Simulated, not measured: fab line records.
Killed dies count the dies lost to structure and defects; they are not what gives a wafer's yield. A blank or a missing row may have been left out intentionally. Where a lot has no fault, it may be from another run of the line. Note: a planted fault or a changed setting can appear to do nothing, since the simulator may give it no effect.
Matching of chambers	flow gf180mcu	GF_V4_CMP_26 on cmp-02 has 4 sister chambers
The step polishes, stops on SiO2, t overpolish 15 s, target thk 0 nm. 4 wafers are shown with their chamber, then 8 later ones without.

## WAFERS PAIRED WITH THEIR CHAMBERS
wafer	chamber	motor_current_A (A)
L936.5	3	9.4
L938.3	2	13.9
L938.6	1	12.7
L939.1	0	10.7

## WAFERS WHOSE CHAMBER IS MISSING
wafer	motor_current_A (A)
L939.3	12.3
L939.5	13.7
L953.1	13.1
L953.3	12.3
L953.6	9.6
L954.3	12.4
L954.4	10.9
L954.6	9.4

## WHICH CHAMBER EACH ONE RAN IN
wafer	from the rows above	in truth
L939.3	1	1
L939.5	2	2
L953.1	can't be placed: 1 or 2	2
L953.3	1	1
L953.6	3	3
L954.3	1	1
L954.4	0	0
L954.6	3	3
7 of 8 placed correctly. Not placeable from these rows: 1 (in 1, the candidates include the true chamber). Wrongly placed: 0.
How it was worked out, from the rows above alone: a wafer's distance from a chamber is the root of the sum, over the readings, of the square of ((its reading less the chamber's mean) divided by the reading's scatter). The wafer belongs to the nearest chamber; if the next one is less than 2 further off, it can't be placed. Each chamber's mean is taken over the wafers shown for it. The scatter (one wafer shown for each chamber): square how far every hidden wafer sits from the nearest shown wafer, average those squares and take the square root.
